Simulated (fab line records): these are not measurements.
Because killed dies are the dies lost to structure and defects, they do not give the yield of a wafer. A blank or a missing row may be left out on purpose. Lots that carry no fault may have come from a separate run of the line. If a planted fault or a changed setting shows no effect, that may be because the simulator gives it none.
The tool behind it: which one?    flow sfq_line    Sampling: 15 lots, 43 wafers, 3 of 325 route steps

== WHAT THE GAUGES READ, wafer by wafer ==
The record holds no reading of a measuring or inspecting step that can be judged against a usual standard deviation.

== EACH LOT AND THE TOOL THAT RAN IT (in order: tool; ch and the chambers of the sampled wafers; start) ==
lot   SFQ_TRILAYER_I0_CMP_CMP_028    SFQ_TRILAYER_I0_METRO_MEASURE_029  SFQ_TRILAYER_I0_VIA_ETCH_VIA_ETCH_034
L506  cmp-02 ch 1,2,3, day 11 13:17  film_metro-02, day 11 16:24        rie_diel-04 ch 1,2, day 16 18:56
L507  cmp-01 ch 0,1,3, day 11 15:41  film_metro-04, day 11 19:00        rie_diel-01 ch 0,2,3, day 16 23:44
L508  cmp-01 ch 1,2,3, day 11 21:00  film_metro-02, day 11 23:49        rie_diel-02 ch 1,2, day 17 03:20
L509  cmp-02 ch 1,2,3, day 12 06:13  film_metro-04, day 12 09:44        rie_diel-04 ch 1,2,3, day 17 14:16
L510  cmp-02 ch 1,2,3, day 13 00:20  film_metro-03, day 13 02:28        rie_diel-02 ch 1,2,3, day 18 10:47
L513  cmp-02 ch 0,1,2, day 14 11:13  film_metro-02, day 14 14:20        rie_diel-01 ch 1,2,3, day 20 02:19
L514  cmp-02 ch 1,3, day 14 14:13    film_metro-03, day 14 17:20        rie_diel-04 ch 0,2, day 20 04:43
L515  cmp-01 ch 0,3, day 14 23:20    film_metro-03, day 15 02:21        rie_diel-01 ch 0,2,3, day 20 14:45
L517  cmp-01 ch 1,3, day 15 14:31    film_metro-04, day 15 17:50        rie_diel-04 ch 2,3, day 20 23:09
L518  cmp-02 ch 0,3, day 15 18:38    film_metro-02, day 15 20:45        rie_diel-02 ch 0,1, day 21 00:21
L525  cmp-01 ch 1,2, day 18 02:11    film_metro-04, day 18 05:18        rie_diel-02 ch 1,2, day 21 08:45
L526  cmp-02 ch 0,1,2, day 18 18:47  film_metro-04, day 18 20:54        rie_diel-01 ch 1,2, day 21 09:57
L527  cmp-01 ch 0,1,2, day 19 00:59  film_metro-02, day 19 04:18        rie_diel-04 ch 1,2,3, day 21 11:09
L528  cmp-01 ch 0,1,2, day 19 08:18  film_metro-03, day 19 11:25        rie_diel-02 ch 1,3, day 21 12:21
L529  cmp-02 ch 0,1,2, day 19 17:36  film_metro-04, day 19 19:25        rie_diel-01 ch 1,2,3, day 21 13:33
- SFQ_TRILAYER_I0_CMP_CMP_028: polishes SiO2.
- SFQ_TRILAYER_I0_METRO_MEASURE_029
- SFQ_TRILAYER_I0_VIA_ETCH_VIA_ETCH_034: etches SiO2 in CHF3, stops on Nb, target depth 260 nm.

== AS READ BY THE TOOLS THEMSELVES (means over the sampled wafers that have a number; for cases with no such wafer, the mark the record gives instead) ==
SFQ_TRILAYER_I0_CMP_CMP_028.
lot   tool    motor_current_A (A)  time_to_endpoint_s (s)
L506  cmp-02  11.1                 215
L507  cmp-01  10.1                 220
L508  cmp-01  9.7                  231
L509  cmp-02  11.2                 217
L510  cmp-02  11.2                 214
L513  cmp-02  11.3                 219
L514  cmp-02  11.8                 214
L515  cmp-01  9.9                  209
L517  cmp-01  10.6                 212
L518  cmp-02  9.5                  210
L525  cmp-01  10.2                 215
L526  cmp-02  11.2                 222
L527  cmp-01  10.1                 214
L528  cmp-01  10.1                 209
L529  cmp-02  10.9                 215

SFQ_TRILAYER_I0_METRO_MEASURE_029.
lot   tool           thk_nm (nm)
L506  film_metro-02  200.8
L507  film_metro-04  200.2
L508  film_metro-02  200.5
L509  film_metro-04  199.4
L510  film_metro-03  200.1
L513  film_metro-02  193.8
L514  film_metro-03  192.6
L515  film_metro-03  199.0
L517  film_metro-04  199.3
L518  film_metro-02  191.4
L525  film_metro-04  201.5
L526  film_metro-04  200.4
L527  film_metro-02  199.6
L528  film_metro-03  199.0
L529  film_metro-04  200.6

SFQ_TRILAYER_I0_VIA_ETCH_VIA_ETCH_034.
lot   tool         drypump_motor_current_A (A)  oes_product_au (a.u.)
L506  rie_diel-04  5.4                          0.857
L507  rie_diel-01  5.9                          0.853
L508  rie_diel-02  5.0                          0.852
L509  rie_diel-04  5.6                          0.852
L510  rie_diel-02  5.3                          0.857
L513  rie_diel-01  5.9                          0.841
L514  rie_diel-04  5.5                          0.835
L515  rie_diel-01  5.9                          0.852
L517  rie_diel-04  5.6                          0.856
L518  rie_diel-02  5.2                          0.833
L525  rie_diel-02  5.0                          0.858
L526  rie_diel-01  6.0                          0.853
L527  rie_diel-04  5.5                          0.857
L528  rie_diel-02  5.3                          0.851
L529  rie_diel-01  5.9                          0.852

== THE ANSWER, worked out from the rows above alone ==
Rule: the usual values come from the lots themselves. Put in order of their means at a reading, lots are off if they are a third of the lots or fewer, leave a main group of 4 or more, and stand apart from it by a gap of 3 or more times the standard deviation of the main group's means; of several such gaps the widest counts. A main group is skipped when, at the precision printed for the reading in the tables above, its means are all equal. A lot without any number at a reading at which 4 lots or more have one is off too. Any other lot the step has rows for is counted as sound. The gauges are gone through in route order, then the tools' own readings, and for those a lot's mean is taken as printed above. At the first step where some lot is off, the reading lying furthest off is the one used; lots without a number count as furthest.
Off: L513, L514, L518, at SFQ_TRILAYER_I0_METRO_MEASURE_029 (thk_nm). Main group: mean 200.0 nm, sd 0.75.
If a tool, at that step or one of the process steps before it, ran each lot that is off and ran no sound lot following the first of them, it fits. Of those tried, none fits.

== WHAT THE SIMULATOR HAD PUT IN ==
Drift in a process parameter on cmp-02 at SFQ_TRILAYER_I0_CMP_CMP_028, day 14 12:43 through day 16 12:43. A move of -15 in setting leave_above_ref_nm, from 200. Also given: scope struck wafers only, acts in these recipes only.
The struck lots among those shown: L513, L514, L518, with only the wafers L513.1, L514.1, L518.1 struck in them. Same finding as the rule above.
